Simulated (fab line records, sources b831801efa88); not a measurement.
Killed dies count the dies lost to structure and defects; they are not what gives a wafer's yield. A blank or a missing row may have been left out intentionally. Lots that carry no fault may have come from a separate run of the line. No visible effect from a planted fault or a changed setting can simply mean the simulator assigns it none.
fab line records | flow sky130
record: lots: 6 | wafers: 18 | lastDay: 50
route steps=708 shown VIA2@521 METAL3@532 PAD_OPEN@708
lots that met no fault: taken from a fault-free run of the same line
startH: hours from the record's first day to the start of the lot's first wafer shown | waitH: hours since the lot's step before | " the same as in the row above | L1.1+2: one row covering several wafers at once | - no value, or no start was given | * or withheld: withheld | < > ~ a bound
route shown NAME@n: names a module that has steps shown in the file, with the first one's number in the route | usual: average and standard deviation across the fault-free wafers | same: alike in all rows | chamber/n: place in a boat | sites: the reading at each site | _std_site: how widely they spread, as a standard deviation | _edge_site: inner sites' mean taken away from outer sites' mean | radiusMm: how far each site lies from the wafer's centre | mask NAME#n: copy n | behind: the most recent tool/chamber to have shaped the wafer | hold: the reason the lot was held/the length of the hold in hours/how it ended | device: whichever transistor did not switch (one of n, p or np) | end of line: the tests these same wafers got at the end of their route | step lacking rows: just its recipe | killed: count of dies lost to structure and defects at first sort (not the wafer's yield) | map: per-die view of a wafer (x killed, . not killed, _ where there is no die)
set.NAME: setting as actually run; set.NAME@STEP: the setting as run at that earlier step | model.NAME: the simulator's own value behind a step, which no gauge read
lots at selected steps of the route; one table per step, one row per wafer
services: a tool's chamber out of use, with start hour (startH, from the record's first day; less than 0 if before it), hours out, and reason
== steps ==
step: SKY_VIA2_ETCH_14
recipe: chemistry: N2/H2 | target: BARC | ionEnergyEv: 200 | sourceW: 500 | biasW: 100 | pressureMtorr: 30 | n2FlowSccm: 100 | h2FlowSccm: 200 | stopOn: SiO2 | timeS: 45.9 | targetDepthA: 600
step: SKY_VIA2_ETCH_15
recipe: target: SiO2 | chemistry: C4F8/O2/Ar | targetDepthNm: 546 | stopOn: TiN | maskMaterial: KrF-thick | sourceW: 1500 | biasW: 1200 | pressureMtorr: 40 | c4f8FlowSccm: withheld | O2_flow_sccm: 6 | Ar_flow_sccm: 300 | timeS: 84
usual: oesProductAu: 0.940/0.0045
lot.wafer | tool       | chamber | startH  | waitH | oesProductAu | rfHoursCounterH
L415.3    | rieDiel-02 | 1       | 869.26  | 0.0   | 0.944        | 18
L415.4    | "          | 3       | "       | "     | 0.936        | 15
L415.5    | "          | 2       | "       | "     | 0.949        | -
L416.1    | rieDiel-03 | 0       | 882.85  | 0.0   | 0.942        | 28
L416.3    | "          | 1       | "       | "     | 0.944        | 10
L416.4    | "          | 2       | "       | "     | 0.935        | 1
L422.2    | rieDiel-02 | 0       | 924.31  | 0.0   | 0.937        | 15
L422.3    | "          | 2       | "       | "     | 0.940        | 27
L422.4    | "          | 1       | "       | "     | 0.944        | 19
L424.1    | rieDiel-04 | 2       | 934.46  | 0.0   | 0.950        | 11
L424.4    | "          | 0       | "       | "     | 0.931        | 18
L424.6    | "          | 3       | "       | "     | 0.943        | -
L431.2    | rieDiel-04 | 3       | 986.76  | 0.0   | 0.944        | 12
L431.3    | "          | 0       | "       | "     | 0.941        | 19
L431.6    | "          | 2       | "       | "     | 0.934        | -
L436.2    | rieDiel-02 | 1       | 1025.52 | 0.0   | 0.940        | 22
L436.3    | "          | 0       | "       | "     | 0.949        | 18
L436.5    | "          | 1       | "       | "     | 0.937        | -
step: SKY_VIA2_STRIP_16
recipe: chemistry: O2/N2 | powerW: 1400 | pressureMtorr: 1500 | platenTempC: withheld | o2FlowSccm: 3000 | n2FlowSccm: 300 | overashFraction: 0.5
usual: drypumpMotorCurrentA: 5.5/0.46 | oesProductAu: 0.398/0.0045 | stripTimeToEndpointS: 4.049/0.025
lot.wafer | tool           | chamber | startH  | waitH | drypumpMotorCurrentA | oesProductAu | rfHoursCounterH | stripTimeToEndpointS
L415.3    | plasmaAsher-01 | 0       | 869.36  | 0.1   | 5.7                  | 0.392        | -               | 4.033
L415.4    | "              | 1       | "       | "     | 5.6                  | 0.394        | -               | 4.048
L415.5    | "              | 1       | "       | "     | 5.6                  | 0.399        | -               | 4.025
L416.1    | plasmaAsher-03 | 1       | 882.92  | 0.0   | 5.7                  | 0.398        | 42              | 4.065
L416.3    | "              | 1       | "       | "     | 5.7                  | 0.401        | -               | 4.054
L416.4    | "              | 0       | "       | "     | 4.9                  | 0.397        | -               | 4.079
L422.2    | plasmaAsher-04 | 0       | 924.37  | 0.0   | 6.2                  | 0.407        | 109             | 4.026
L422.3    | "              | 0       | "       | "     | 6.2                  | 0.402        | -               | 3.988
L422.4    | "              | 1       | "       | "     | 4.8                  | 0.395        | -               | 4.024
L424.1    | plasmaAsher-04 | 1       | 934.52  | 0.0   | 4.8                  | 0.403        | 110             | 4.101
L424.4    | "              | 1       | "       | "     | 4.8                  | 0.402        | -               | 4.084
L424.6    | "              | 1       | "       | "     | 4.8                  | 0.399        | -               | 4.066
L431.2    | plasmaAsher-01 | 1       | 986.83  | 0.0   | 5.6                  | 0.404        | 88              | 4.040
L431.3    | "              | 0       | "       | "     | 5.7                  | 0.401        | -               | 4.063
L431.6    | "              | 0       | "       | "     | 5.7                  | 0.391        | -               | 4.044
L436.2    | plasmaAsher-01 | 1       | 1025.59 | 0.0   | 5.6                  | 0.397        | 92              | 4.040
L436.3    | "              | 1       | "       | "     | 5.6                  | 0.406        | -               | 4.019
L436.5    | "              | 1       | "       | "     | 5.6                  | 0.398        | -               | 4.050
step: SKY_VIA2_STRIP_17
recipe: chemistry: postEtchResidueRemover | timeS: 1200 | tempC: 72.5
step: SKY_VIA2_CLEAN_18
recipe: chemistry: IPA | timeS: 180 | tempC: 25
step: SKY_VIA2_CLEAN_19
recipe: chemistry: O3/DIW | dry: n2Spin
step: SKY_VIA2_SPUTTER_20
recipe: material: TiN | targetThkNm: 20 | chamberPressurePa: 5 | powerW: 4000 | timeS: 80
step: SKY_VIA2_CVD_21
recipe: material: W | targetThkNm: 420 | timeS: 126.4 | tempC: 400 | pressureTorr: 40
step: SKY_VIA2_RS_MEAS_22
recipe: thkMeasGauge: four-point-probe | reads: W_of_VIA2_CVD_21+TiN_of_VIA2_SPUTTER_20
usual: VIA2_W_RS: 0.2719/0.0025
lot.wafer | tool         | chamber | startH  | waitH | VIA2_W_RS[ohm/sq]
L415.3    | filmMetro-02 | -       | 870.31  | 0.1   | 0.2717
L415.4    | "            | -       | "       | "     | 0.2729
L415.5    | "            | -       | "       | "     | 0.2721
L416.1    | filmMetro-04 | -       | 883.80  | 0.1   | 0.2714
L416.3    | "            | -       | "       | "     | 0.2703
L416.4    | "            | -       | "       | "     | 0.2704
L422.2    | filmMetro-03 | -       | 925.18  | 0.1   | 0.2720
L422.3    | "            | -       | "       | "     | 0.2694
L422.4    | "            | -       | "       | "     | 0.2691
L424.1    | filmMetro-03 | -       | 935.31  | 0.1   | 0.2703
L424.4    | "            | -       | "       | "     | 0.2721
L424.6    | "            | -       | "       | "     | 0.2734
L431.2    | filmMetro-03 | -       | 987.63  | 0.1   | 0.2737
L431.3    | "            | -       | "       | "     | 0.2734
L431.6    | "            | -       | "       | "     | 0.2697
L436.2    | filmMetro-02 | -       | 1026.43 | 0.1   | 0.2754
L436.3    | "            | -       | "       | "     | 0.2775
L436.5    | "            | -       | "       | "     | 0.2738
step: SKY_VIA2_THK_MEAS_23
recipe: thkMeasGauge: xrf | reads: W_of_VIA2_CVD_21
usual: VIA2_W_THK: 403/4.5
lot.wafer | tool         | chamber | startH  | waitH | VIA2_W_THK[nm]
L415.3    | filmMetro-02 | -       | 870.41  | 0.1   | 398
L415.4    | "            | -       | "       | "     | 393
L415.5    | "            | -       | "       | "     | 396
L416.1    | filmMetro-04 | -       | 883.92  | 0.1   | 402
L416.3    | "            | -       | "       | "     | 403
L416.4    | "            | -       | "       | "     | 403
L422.2    | filmMetro-03 | -       | 925.29  | 0.1   | 400
L422.3    | "            | -       | "       | "     | 407
L422.4    | "            | -       | "       | "     | 406
L424.1    | filmMetro-03 | -       | 935.43  | 0.1   | 406
L424.4    | "            | -       | "       | "     | 405
L424.6    | "            | -       | "       | "     | 401
L431.2    | filmMetro-03 | -       | 987.74  | 0.1   | 396
L431.3    | "            | -       | "       | "     | 398
L431.6    | "            | -       | "       | "     | 402
L436.2    | filmMetro-02 | -       | 1026.54 | 0.1   | 399
L436.3    | "            | -       | "       | "     | 393
L436.5    | "            | -       | "       | "     | 401
step: SKY_VIA2_CMP_24
recipe: stopOn: SiO2 | tOverpolishS: 20 | downForcePsi: 3.5 | platenRpm: 60 | targetThkNm: 0 | padVelocityMS: 0.94248
usual: edgeZonePressureFrac: 1.000/0.0042 | motorCurrentA: 10.8/1.3 | overpolishRunS: 20.000/0.0092 | timeToEndpointS: 102.9/2.9
lot.wafer | tool   | chamber | startH  | waitH | edgeZonePressureFrac | motorCurrentA | overpolishRunS | timeToEndpointS
L415.4    | cmp-01 | 2       | 870.50  | 0.1   | 0.997                | 13.1          | 19.999         | 104.7
L415.3    | "      | 3       | "       | "     | 0.999                | 9.9           | 20.004         | 102.3
L415.5    | "      | 2       | "       | "     | 1.002                | 13.4          | 20.003         | 102.0
L416.1    | cmp-02 | 1       | 883.98  | 0.1   | 0.998                | 8.2           | 20.001         | 99.6
L416.3    | "      | 3       | "       | "     | 0.999                | 10.8          | 19.987         | 99.2
L416.4    | "      | 0       | "       | "     | 0.996                | 10.1          | 19.996         | 100.7
L422.2    | cmp-02 | 2       | 925.34  | 0.0   | 0.997                | 11.4          | 20.002         | 103.0
L422.4    | "      | 0       | "       | "     | 1.003                | 10.9          | 19.999         | 105.9
L422.3    | "      | 1       | "       | "     | 0.999                | 8.6           | 19.978         | 105.7
L424.1    | cmp-02 | 2       | 935.59  | 0.1   | 0.995                | 12.0          | 20.005         | 105.4
L424.4    | "      | 3       | "       | "     | 0.995                | 11.0          | 20.002         | 100.8
L424.6    | "      | 0       | "       | "     | 1.001                | 10.2          | 19.991         | 101.6
L431.3    | cmp-02 | 1       | 987.79  | 0.0   | 1.002                | 8.8           | 20.002         | 104.6
L431.2    | "      | 2       | "       | "     | 1.003                | 11.4          | 20.002         | 101.5
L431.6    | "      | 1       | "       | "     | 0.998                | 8.3           | 20.010         | 101.5
L436.3    | cmp-02 | 1       | 1026.78 | 0.2   | 1.000                | 8.4           | 20.004         | 100.1
L436.2    | "      | 3       | "       | "     | 0.997                | 11.4          | 20.008         | 98.2
L436.5    | "      | 0       | "       | "     | 1.003                | 10.7          | 19.977         | 104.8
step: SKY_METAL3_SPUTTER_00
recipe: material: Ti | targetThkNm: 15 | powerW: 3000 | timeS: 10 | chamberPressurePa: 0.4
usual: chamberPressurePa: 0.4001/0.00078 | throttleValvePct: 30.2/0.68
lot.wafer | tool          | chamber | startH  | waitH | chamberPressurePa | throttleValvePct
L415.3    | pvdSputter-04 | -       | 870.75  | 0.1   | 0.3988            | 29.9
L415.4    | "             | -       | "       | "     | 0.3997            | 30.5
L415.5    | "             | -       | "       | "     | 0.3991            | 30.0
L416.1    | pvdSputter-01 | -       | 884.28  | 0.2   | 0.3993            | 27.9
L416.3    | "             | -       | "       | "     | 0.4008            | 29.7
L416.4    | "             | -       | "       | "     | 0.3991            | 30.4
L422.2    | pvdSputter-04 | -       | 925.64  | 0.2   | 0.4000            | 30.6
L422.3    | "             | -       | "       | "     | 0.4005            | 29.5
L422.4    | "             | -       | "       | "     | 0.3992            | 30.1
L424.1    | pvdSputter-04 | -       | 935.79  | 0.1   | 0.3998            | 29.3
L424.4    | "             | -       | "       | "     | 0.4002            | 30.2
L424.6    | "             | -       | "       | "     | 0.3985            | 29.1
L431.2    | pvdSputter-01 | -       | 988.09  | 0.2   | 0.4007            | 29.9
L431.3    | "             | -       | "       | "     | 0.4012            | 28.0
L431.6    | "             | -       | "       | "     | 0.3989            | 27.9
L436.2    | pvdSputter-02 | -       | 1027.03 | 0.1   | 0.4005            | 31.2
L436.3    | "             | -       | "       | "     | 0.4005            | 30.6
L436.5    | "             | -       | "       | "     | 0.4007            | 30.7
step: SKY_METAL3_SPUTTER_01
recipe: material: TiN | targetThkNm: 20 | powerW: 6500 | timeS: 16.7 | chamberPressurePa: 0.4
usual: chamberPressurePa: 0.4001/0.00087 | throttleValvePct: 30.2/0.69
lot.wafer | tool          | chamber | startH  | waitH | chamberPressurePa | throttleValvePct
L415.3    | pvdSputter-04 | -       | 870.77  | 0.0   | 0.4009            | 30.0
L415.4    | "             | -       | "       | "     | 0.4011            | 30.3
L415.5    | "             | -       | "       | "     | 0.4003            | 29.9
L416.1    | pvdSputter-01 | -       | 884.30  | 0.0   | 0.3993            | 28.1
L416.3    | "             | -       | "       | "     | 0.4003            | 29.9
L416.4    | "             | -       | "       | "     | 0.3983            | 30.4
L422.2    | pvdSputter-04 | -       | 925.66  | 0.0   | 0.3850            | 31.4
L422.3    | "             | -       | "       | "     | 0.3867            | 30.1
L422.4    | "             | -       | "       | "     | 0.3843            | 30.8
L424.1    | pvdSputter-04 | -       | 935.81  | 0.0   | 0.3855            | 30.2
L424.4    | "             | -       | "       | "     | 0.3850            | 30.5
L424.6    | "             | -       | "       | "     | 0.3849            | 29.8
L431.2    | pvdSputter-01 | -       | 988.11  | 0.0   | 0.3987            | 29.9
L431.3    | "             | -       | "       | "     | 0.3996            | 27.7
L431.6    | "             | -       | "       | "     | 0.4001            | 27.9
L436.2    | pvdSputter-02 | -       | 1027.06 | 0.0   | 0.3998            | 31.0
L436.3    | "             | -       | "       | "     | 0.3992            | 30.6
L436.5    | "             | -       | "       | "     | 0.3999            | 30.6
step: SKY_METAL3_SPUTTER_02
recipe: material: AlCu | targetThkNm: 735 | powerW: 10600 | timeS: 39.1 | chamberPressurePa: 0.4
usual: chamberPressurePa: 0.4000/0.00089 | throttleValvePct: 30.2/0.69
lot.wafer | tool          | chamber | startH  | waitH | chamberPressurePa | throttleValvePct
L415.3    | pvdSputter-04 | -       | 870.79  | 0.0   | 0.3999            | 30.1
L415.4    | "             | -       | "       | "     | 0.3999            | 30.6
L415.5    | "             | -       | "       | "     | 0.3989            | 29.9
L416.1    | pvdSputter-01 | -       | 884.33  | 0.0   | 0.4010            | 28.1
L416.3    | "             | -       | "       | "     | 0.4005            | 29.9
L416.4    | "             | -       | "       | "     | 0.4003            | 30.0
L422.2    | pvdSputter-04 | -       | 925.69  | 0.0   | 0.3999            | 30.7
L422.3    | "             | -       | "       | "     | 0.4006            | 29.3
L422.4    | "             | -       | "       | "     | 0.4012            | 29.8
L424.1    | pvdSputter-04 | -       | 935.84  | 0.0   | 0.4005            | 29.6
L424.4    | "             | -       | "       | "     | 0.4002            | 30.3
L424.6    | "             | -       | "       | "     | 0.3998            | 29.3
L431.2    | pvdSputter-01 | -       | 988.14  | 0.0   | 0.3999            | 29.6
L431.3    | "             | -       | "       | "     | 0.4000            | 27.7
L431.6    | "             | -       | "       | "     | 0.4008            | 27.9
L436.2    | pvdSputter-02 | -       | 1027.08 | 0.0   | 0.4015            | 31.3
L436.3    | "             | -       | "       | "     | 0.3980            | 30.7
L436.5    | "             | -       | "       | "     | 0.4015            | 30.4
step: SKY_PAD_OPEN_PROBE_99
usual: defectLimitedYield: 82.8/2 | killed_at_M0_to_M3: 43/7.2 | killed_at_M4_up: 3.0/2 | killedAtContacts: 24/5.5 | killedAtFrontEnd: 15/4.2 | killedAtOther: 0.3/0.51 | killedDies: 85/10 | killedOpen: 46/7.3 | killedShort: 38/6.4 | sort_bin_3_pad_short: 0.9/0.42 | sort_bin_5_function: 10.3/1.5 | sort_bin_6_memory: 6.0/1.2 | sortNPass: 407/10 | sortYieldPct: 82.8/2
same: grossDies: 492 | killedAtBackSide: 0 | sort_bin_4_leakage[%]: 0 | sort_bin_8_speed[%]: 0
lot.wafer | tool      | chamber | startH  | waitH | defectLimitedYield[%] | killed_at_M0_to_M3 | killed_at_M4_up | killedAtContacts | killedAtFrontEnd | killedAtOther | killedDies | killedOpen | killedShort | sort_bin_3_pad_short[%] | sort_bin_5_function[%] | sort_bin_6_memory[%] | sortNPass | sortYieldPct[%]
L415.3    | prober-02 | -       | 1093.48 | 0.2   | 80.3                  | 48                 | 6               | 26               | 17               | 0             | 97         | 46         | 51          | 1.6                     | 12.2                   | 5.9                  | 395       | 80.3
L415.4    | prober-02 | -       | 1093.53 | 0.2   | 83.3                  | 39                 | 4               | 25               | 14               | 0             | 82         | 47         | 35          | 1.0                     | 10.6                   | 5.1                  | 410       | 83.3
L415.5    | prober-02 | -       | 1093.58 | 0.2   | 82.3                  | 40                 | 6               | 21               | 19               | 1             | 87         | 46         | 41          | 1.0                     | 10.2                   | 6.5                  | 405       | 82.3
L416.1    | prober-01 | -       | 1104.60 | 0.1   | 84.6                  | 33                 | 1               | 25               | 17               | 0             | 76         | 45         | 31          | 0.2                     | 8.3                    | 6.9                  | 416       | 84.6
L416.3    | prober-01 | -       | 1104.70 | 0.2   | 80.1                  | 49                 | 0               | 28               | 21               | 0             | 98         | 49         | 49          | 1.0                     | 12.4                   | 6.5                  | 394       | 80.1
L416.4    | prober-01 | -       | 1104.75 | 0.2   | 85.2                  | 36                 | 5               | 24               | 8                | 0             | 73         | 43         | 30          | 0.8                     | 8.7                    | 5.3                  | 419       | 85.2
L422.2    | prober-01 | -       | 1139.27 | 0.1   | 82.7                  | 44                 | 1               | 20               | 20               | 0             | 85         | 48         | 37          | 0.6                     | 10.4                   | 6.3                  | 407       | 82.7
L422.3    | prober-01 | -       | 1139.32 | 0.2   | 79.5                  | 50                 | 3               | 27               | 20               | 1             | 101        | 61         | 40          | 0.4                     | 13.2                   | 6.9                  | 391       | 79.5
L422.4    | prober-01 | -       | 1139.37 | 0.2   | 80.5                  | 52                 | 1               | 24               | 18               | 1             | 96         | 58         | 38          | 1.2                     | 11.8                   | 6.5                  | 396       | 80.5
L424.1    | prober-02 | -       | 1143.82 | 0.1   | 84.1                  | 41                 | 2               | 26               | 9                | 0             | 78         | 42         | 36          | 0.6                     | 9.3                    | 5.9                  | 414       | 84.1
L424.4    | prober-02 | -       | 1143.97 | 0.2   | 87.0                  | 32                 | 3               | 18               | 11               | 0             | 64         | 29         | 35          | 0.8                     | 7.9                    | 4.3                  | 428       | 87.0
L424.6    | prober-02 | -       | 1144.07 | 0.2   | 82.9                  | 33                 | 6               | 29               | 16               | 0             | 84         | 42         | 42          | 1.0                     | 9.1                    | 6.9                  | 408       | 82.9
L431.2    | prober-01 | -       | 1182.27 | 0.1   | 89.2                  | 23                 | 1               | 18               | 11               | 0             | 53         | 27         | 26          | 0.8                     | 7.7                    | 2.2                  | 439       | 89.2
L431.3    | prober-01 | -       | 1182.32 | 0.2   | 84.6                  | 38                 | 3               | 22               | 12               | 1             | 76         | 38         | 38          | 1.2                     | 8.1                    | 6.1                  | 416       | 84.6
L431.6    | prober-01 | -       | 1182.47 | 0.2   | 84.3                  | 41                 | 0               | 24               | 12               | 0             | 77         | 42         | 35          | 0.6                     | 10.6                   | 4.5                  | 415       | 84.3
L436.2    | prober-01 | -       | 1211.03 | 0.1   | 82.7                  | 42                 | 3               | 25               | 14               | 1             | 85         | 46         | 39          | 1.0                     | 10.0                   | 6.3                  | 407       | 82.7
L436.3    | prober-01 | -       | 1211.08 | 0.2   | 81.1                  | 51                 | 14              | 14               | 14               | 0             | 93         | 47         | 46          | 1.2                     | 11.6                   | 6.1                  | 399       | 81.1
L436.5    | prober-01 | -       | 1211.18 | 0.2   | 80.9                  | 54                 | 3               | 16               | 21               | 0             | 94         | 48         | 46          | 1.4                     | 8.9                    | 8.7                  | 398       | 80.9
killed by level:class
L415.3 VIA3:geometricParticle:open=11 LI_CONTACT:geometricParticle:open=9 VIA2:geometricParticle:open=9 FIELD_ISO:geometricParticle:short=8 CONTACT:geometricParticle:open=7 VIA3:geometricParticle:short=7 VIA2:geometricParticle:short=6 POLY_GATE:geometricParticle:short=5
L415.4 LI_CONTACT:geometricParticle:open=9 VIA3:geometricParticle:open=9 CONTACT:geometricParticle:open=9 VIA1:geometricParticle:open=6 VIA2:geometricParticle:open=5 LOCAL_INTERCONNECT:geometricParticle:short=4 VIA3:geometricParticle:short=4 METAL4:geometricParticle:short=4
L415.5 METAL2:geometricParticle:short=11 VIA3:geometricParticle:open=10 FIELD_ISO:geometricParticle:open=7 CONTACT:geometricParticle:open=7 VIA2:geometricParticle:open=7 LOCAL_INTERCONNECT:geometricParticle:short=6 FIELD_ISO:geometricParticle:short=4 VIA1:geometricParticle:open=4
L416.1 CONTACT:geometricParticle:open=11 LI_CONTACT:geometricParticle:open=7 VIA1:geometricParticle:open=6 VIA2:geometricParticle:open=5 METAL3:geometricParticle:short=5 POLY_GATE:geometricParticle:open=4 POLY_GATE:geometricParticle:short=4 VIA2:geometricParticle:short=4
L416.3 LI_CONTACT:geometricParticle:open=11 METAL1:geometricParticle:short=9 VIA3:geometricParticle:open=9 CONTACT:geometricParticle:open=8 VIA1:geometricParticle:short=7 POLY_GATE:geometricParticle:short=5 SPACER:geometricParticle:open=5 CONTACT:geometricParticle:short=4
L416.4 CONTACT:geometricParticle:open=10 VIA1:geometricParticle:open=9 LI_CONTACT:geometricParticle:open=7 VIA3:geometricParticle:open=7 VIA1:geometricParticle:short=5 POLY_GATE:geometricParticle:short=4 METAL2:geometricParticle:short=4 LOCAL_INTERCONNECT:geometricParticle:short=3
L422.2 VIA1:geometricParticle:open=12 LI_CONTACT:geometricParticle:open=9 METAL1:geometricParticle:short=9 VIA2:geometricParticle:open=7 FIELD_ISO:geometricParticle:short=6 CONTACT:geometricParticle:open=6 FIELD_ISO:geometricParticle:open=4 POLY_GATE:geometricParticle:short=4
L422.3 VIA1:geometricParticle:open=13 CONTACT:geometricParticle:open=11 LI_CONTACT:geometricParticle:open=8 VIA2:geometricParticle:open=7 FIELD_ISO:geometricParticle:open=6 METAL1:geometricParticle:short=6 VIA3:geometricParticle:short=6 LOCAL_INTERCONNECT:geometricParticle:short=5
L422.4 VIA1:geometricParticle:open=19 LI_CONTACT:geometricParticle:open=9 CONTACT:geometricParticle:open=6 VIA1:geometricParticle:short=6 FIELD_ISO:geometricParticle:short=5 VIA2:geometricParticle:open=5 VIA2:geometricParticle:short=4 VIA3:geometricParticle:open=4
L424.1 CONTACT:geometricParticle:open=13 METAL1:geometricParticle:short=9 VIA1:geometricParticle:open=6 LI_CONTACT:geometricParticle:open=5 LOCAL_INTERCONNECT:geometricParticle:short=5 METAL2:geometricParticle:short=5 VIA2:geometricParticle:short=5 VIA2:geometricParticle:open=5
L424.4 VIA1:geometricParticle:open=9 CONTACT:geometricParticle:open=8 FIELD_ISO:geometricParticle:short=6 METAL2:geometricParticle:short=6 CONTACT:geometricParticle:short=5 METAL3:geometricParticle:short=4 LI_CONTACT:geometricParticle:open=3 METAL1:geometricParticle:short=3
L424.6 CONTACT:geometricParticle:open=10 VIA1:geometricParticle:open=8 LI_CONTACT:geometricParticle:open=7 CONTACT:geometricParticle:short=6 METAL2:geometricParticle:short=6 VIA1:geometricParticle:short=5 POLY_GATE:geometricParticle:open=4 LOCAL_INTERCONNECT:geometricParticle:short=4
L431.2 VIA1:geometricParticle:open=7 LI_CONTACT:geometricParticle:open=5 LI_CONTACT:geometricParticle:short=4 CONTACT:geometricParticle:open=4 VIA3:geometricParticle:open=4 POLY_GATE:geometricParticle:short=3 CONTACT:geometricParticle:short=3 METAL1:geometricParticle:short=3
L431.3 LI_CONTACT:geometricParticle:open=9 CONTACT:geometricParticle:open=7 FIELD_ISO:geometricParticle:short=6 VIA1:geometricParticle:open=6 METAL2:geometricParticle:short=6 VIA3:geometricParticle:open=5 METAL3:geometricParticle:short=4 VIA2:geometricParticle:open=3
L431.6 VIA1:geometricParticle:open=11 LI_CONTACT:geometricParticle:open=8 METAL1:geometricParticle:short=7 CONTACT:geometricParticle:open=6 CONTACT:geometricParticle:short=5 VIA2:geometricParticle:open=4 METAL3:geometricParticle:short=4 FIELD_ISO:geometricParticle:short=3
L436.2 CONTACT:geometricParticle:open=14 VIA1:geometricParticle:open=12 POLY_GATE:geometricParticle:short=8 VIA2:geometricParticle:open=5 VIA1:geometricParticle:short=5 VIA3:geometricParticle:open=5 METAL2:geometricParticle:short=4 LOCAL_INTERCONNECT:geometricParticle:short=4
L436.3 VIA1:geometricParticle:open=12 METAL4:geometricParticle:short=10 VIA3:geometricParticle:open=7 CONTACT:geometricParticle:open=7 VIA2:geometricParticle:open=6 VIA1:geometricParticle:short=5 POLY_GATE:geometricParticle:short=5 VIA2:geometricParticle:short=5
L436.5 VIA1:geometricParticle:open=12 METAL1:geometricParticle:short=9 CONTACT:geometricParticle:open=8 VIA2:geometricParticle:open=8 FIELD_ISO:geometricParticle:open=6 POLY_GATE:geometricParticle:short=5 VIA1:geometricParticle:short=5 FIELD_ISO:geometricParticle:short=4
== services ==
tool           | chamber | startH  | hours | kind
plasmaAsher-04 | -       | 849.07  | 3.3   | repair
plasmaAsher-03 | -       | 850.70  | 15.1  | repair
pvdSputter-04  | -       | 859.06  | 4.7   | repair
plasmaAsher-01 | -       | 859.13  | 0.9   | repair
plasmaAsher-01 | -       | 864.60  | 0.7   | repair
pvdSputter-01  | -       | 867.88  | 12.1  | repair
cmp-02         | -       | 868.57  | 4.8   | pm
cmp-01         | -       | 877.65  | 3.1   | repair
rieDiel-02     | -       | 889.46  | 14.6  | pm
plasmaAsher-03 | -       | 895.81  | 5.2   | repair
plasmaAsher-04 | -       | 896.20  | 10.9  | repair
rieDiel-03     | -       | 896.80  | 15.6  | pm
rieDiel-04     | 1       | 903.66  | 8.8   | repair
rieDiel-03     | -       | 912.40  | 14.6  | pm
cmp-02         | -       | 912.78  | 4.0   | pm
rieDiel-02     | 3       | 913.22  | 3.4   | repair
pvdSputter-01  | -       | 936.49  | 51.4  | repair
pvdSputter-01  | -       | 953.44  | 6.6   | repair
cmp-02         | -       | 975.43  | 6.7   | pm
rieDiel-02     | 2       | 988.96  | 4.2   | repair
rieDiel-04     | 0       | 992.85  | 20.4  | repair
rieDiel-02     | 0       | 1002.51 | 5.0   | repair
plasmaAsher-01 | -       | 1014.60 | 1.4   | repair
plasmaAsher-04 | -       | 1021.11 | 1.4   | repair
== key ==
firstSign: step: SKY_METAL3_SPUTTER_01 | reading: chamberPressurePa | direction: down | sigmas: 17 | usual: 0.4001 | struck: 0.3852
effect none on later readings
metAt SKY_METAL3_SPUTTER_01
struckWafers L422.2,L422.3,L422.4,L424.1,L424.4,L424.6
onsetBetween 870.77 925.66
fault: kind: processParameterDrift | tool: pvdSputter-04 | chamber: - | onsetH: 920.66 | steps: SKY_METAL3_SPUTTER_01 | channel: chamberPressurePa | offset: -0.014538 | shape: step | endH: 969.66 | actsIn: theseRecipesOnly | stated: 0.4
